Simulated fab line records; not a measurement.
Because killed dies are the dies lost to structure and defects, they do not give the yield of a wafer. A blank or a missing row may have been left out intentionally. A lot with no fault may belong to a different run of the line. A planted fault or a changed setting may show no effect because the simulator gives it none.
Split-lot experiment :: flow sky130 :: route with 708 steps; 5 lots, 23 wafers read

ON THE SPLIT
At SKY_VIA1_SPUTTER_20 (material TiN, target thk 20 nm, time 80 s), the setting power_w was moved away from the recipe's 4000 W on 8 of the 23 wafers read, by -5.2% to +5.4%. For the rest of the wafers, this setting stayed at what the recipe calls for.

The reading comes from the split's own step.

THE READING
TiN_of_VIA1_SPUTTER_20.thk_nm (the simulator's own value, which no gauge read), in nm, at SKY_VIA1_SPUTTER_20 (material TiN, target thk 20 nm, time 80 s). The file does not state a usual value for it. Across the 15 wafers here that went through the recipe, the average is 19.84 nm and the standard deviation 0.19 nm.

wafer: L074.1
tool, chamber at the split: pvd_sputter-04, -
power_w as run, W: 4000
against the recipe: recipe
TiN_of_VIA1_SPUTTER_20.thk_nm, nm: 20.26
against lot-mates on the recipe: -

wafer: L074.2
tool, chamber at the split: pvd_sputter-04, -
power_w as run, W: 4000
against the recipe: recipe
TiN_of_VIA1_SPUTTER_20.thk_nm, nm: 20.16
against lot-mates on the recipe: -

wafer: L074.3
tool, chamber at the split: pvd_sputter-04, -
power_w as run, W: 4000
against the recipe: recipe
TiN_of_VIA1_SPUTTER_20.thk_nm, nm: 19.8
against lot-mates on the recipe: -

wafer: L074.4
tool, chamber at the split: pvd_sputter-04, -
power_w as run, W: 4000
against the recipe: recipe
TiN_of_VIA1_SPUTTER_20.thk_nm, nm: 19.68
against lot-mates on the recipe: -

wafer: L074.5
tool, chamber at the split: pvd_sputter-04, -
power_w as run, W: 4000
against the recipe: recipe
TiN_of_VIA1_SPUTTER_20.thk_nm, nm: 19.84
against lot-mates on the recipe: -

wafer: L076.1
tool, chamber at the split: pvd_sputter-03, -
power_w as run, W: 4000
against the recipe: recipe
TiN_of_VIA1_SPUTTER_20.thk_nm, nm: 19.77
against lot-mates on the recipe: -

wafer: L076.2
tool, chamber at the split: pvd_sputter-03, -
power_w as run, W: 4000
against the recipe: recipe
TiN_of_VIA1_SPUTTER_20.thk_nm, nm: 19.73
against lot-mates on the recipe: -

wafer: L076.3
tool, chamber at the split: pvd_sputter-03, -
power_w as run, W: 3791
against the recipe: -5.2%
TiN_of_VIA1_SPUTTER_20.thk_nm, nm: 18.55
against lot-mates on the recipe: -1.18

wafer: L076.5
tool, chamber at the split: pvd_sputter-03, -
power_w as run, W: 3791
against the recipe: -5.2%
TiN_of_VIA1_SPUTTER_20.thk_nm, nm: 18.58
against lot-mates on the recipe: -1.15

wafer: L076.6
tool, chamber at the split: pvd_sputter-03, -
power_w as run, W: 4000
against the recipe: recipe
TiN_of_VIA1_SPUTTER_20.thk_nm, nm: 19.7
against lot-mates on the recipe: -

wafer: L079.1
tool, chamber at the split: pvd_sputter-04, -
power_w as run, W: 4000
against the recipe: recipe
TiN_of_VIA1_SPUTTER_20.thk_nm, nm: 19.56
against lot-mates on the recipe: -

wafer: L079.3
tool, chamber at the split: pvd_sputter-04, -
power_w as run, W: 4000
against the recipe: recipe
TiN_of_VIA1_SPUTTER_20.thk_nm, nm: 19.68
against lot-mates on the recipe: -

wafer: L079.5
tool, chamber at the split: pvd_sputter-04, -
power_w as run, W: 4000
against the recipe: recipe
TiN_of_VIA1_SPUTTER_20.thk_nm, nm: 19.69
against lot-mates on the recipe: -

wafer: L082.1
tool, chamber at the split: pvd_sputter-03, -
power_w as run, W: 3853
against the recipe: -3.7%
TiN_of_VIA1_SPUTTER_20.thk_nm, nm: 19.03
against lot-mates on the recipe: -0.87

wafer: L082.2
tool, chamber at the split: pvd_sputter-03, -
power_w as run, W: 3853
against the recipe: -3.7%
TiN_of_VIA1_SPUTTER_20.thk_nm, nm: 19.21
against lot-mates on the recipe: -0.69

wafer: L082.4
tool, chamber at the split: pvd_sputter-03, -
power_w as run, W: 3853
against the recipe: -3.7%
TiN_of_VIA1_SPUTTER_20.thk_nm, nm: 19.16
against lot-mates on the recipe: -0.74

wafer: L082.5
tool, chamber at the split: pvd_sputter-03, -
power_w as run, W: 4000
against the recipe: recipe
TiN_of_VIA1_SPUTTER_20.thk_nm, nm: 19.76
against lot-mates on the recipe: -

wafer: L082.6
tool, chamber at the split: pvd_sputter-03, -
power_w as run, W: 4000
against the recipe: recipe
TiN_of_VIA1_SPUTTER_20.thk_nm, nm: 20.03
against lot-mates on the recipe: -

wafer: L084.1
tool, chamber at the split: pvd_sputter-03, -
power_w as run, W: 4000
against the recipe: recipe
TiN_of_VIA1_SPUTTER_20.thk_nm, nm: 20.05
against lot-mates on the recipe: -

wafer: L084.2
tool, chamber at the split: pvd_sputter-03, -
power_w as run, W: 4000
against the recipe: recipe
TiN_of_VIA1_SPUTTER_20.thk_nm, nm: 19.86
against lot-mates on the recipe: -

wafer: L084.4
tool, chamber at the split: pvd_sputter-03, -
power_w as run, W: 4215
against the recipe: +5.4%
TiN_of_VIA1_SPUTTER_20.thk_nm, nm: 21.01
against lot-mates on the recipe: +1.06

wafer: L084.5
tool, chamber at the split: pvd_sputter-03, -
power_w as run, W: 4215
against the recipe: +5.4%
TiN_of_VIA1_SPUTTER_20.thk_nm, nm: 21.33
against lot-mates on the recipe: +1.38

wafer: L084.6
tool, chamber at the split: pvd_sputter-03, -
power_w as run, W: 4215
against the recipe: +5.4%
TiN_of_VIA1_SPUTTER_20.thk_nm, nm: 21.08
against lot-mates on the recipe: +1.12

THE FIT
A straight line over all 23 wafers: TiN_of_VIA1_SPUTTER_20.thk_nm changes by +0.232 nm for each +1% of power_w; r = +0.97; the points scatter about the line by 0.18 nm.
The same after taking each lot's own level away (the mean of its wafers on the recipe; 23 wafers): +0.219 nm for each +1%; r = +0.98; scatter 0.14 nm.
According to that fit, moving power_w by its largest amount changes the reading by 1.2 nm.
The span of the lots' own levels, 19.643 to 19.955 nm, comes to 1.6 times the standard deviation stated above.
Hence the lot-to-lot level has little effect on the slope; both slopes agree.
Check: +1.21 nm against its lot-mates is what the line predicts for one of the wafers moved furthest among these (+5.4%) when that wafer is left out of the fit. It came out at +1.06 nm against them.

THE OTHER SPLITS THESE WAFERS WENT THROUGH
Before the reading, these wafers also passed through other splits. Each is held against what the fit with the lots' levels taken away leaves over:
other split on the same wafers: SKY_SD_P_IMPLANT_09 dose_cm2
wafers away from the commonest value: 4
r with TiN_of_VIA1_SPUTTER_20.thk_nm (lot level and that fit taken away): -0.24

other split on the same wafers: SKY_SD_N_COAT_02 resist_thk_nm
wafers away from the commonest value: 10
r with TiN_of_VIA1_SPUTTER_20.thk_nm (lot level and that fit taken away): +0.15

other split on the same wafers: SKY_SD_N_IMPLANT_09 energy_kev
wafers away from the commonest value: 2
r with TiN_of_VIA1_SPUTTER_20.thk_nm (lot level and that fit taken away): +0.06

other split on the same wafers: SKY_LI_CONTACT_SPUTTER_20 time_s
wafers away from the commonest value: 8
r with TiN_of_VIA1_SPUTTER_20.thk_nm (lot level and that fit taken away): +0.31

other split on the same wafers: SKY_LOCAL_INTERCONNECT_EXPOSE_08 dose_mj
wafers away from the commonest value: 8
r with TiN_of_VIA1_SPUTTER_20.thk_nm (lot level and that fit taken away): -0.13

other split on the same wafers: SKY_CONTACT_HDPCVD_02 sih4_flow_sccm
wafers away from the commonest value: 10
r with TiN_of_VIA1_SPUTTER_20.thk_nm (lot level and that fit taken away): +0.08

other split on the same wafers: SKY_CONTACT_STRIP_19 power_w
wafers away from the commonest value: 10
r with TiN_of_VIA1_SPUTTER_20.thk_nm (lot level and that fit taken away): -0.04

other split on the same wafers: SKY_VIA1_HDPCVD_00 time_s
wafers away from the commonest value: 10
r with TiN_of_VIA1_SPUTTER_20.thk_nm (lot level and that fit taken away): -0.10

THE FILE'S OWN FIT
TiN_of_VIA1_SPUTTER_20.thk_nm changes by +0.219 nm for each +1% of power_w, r = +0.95.
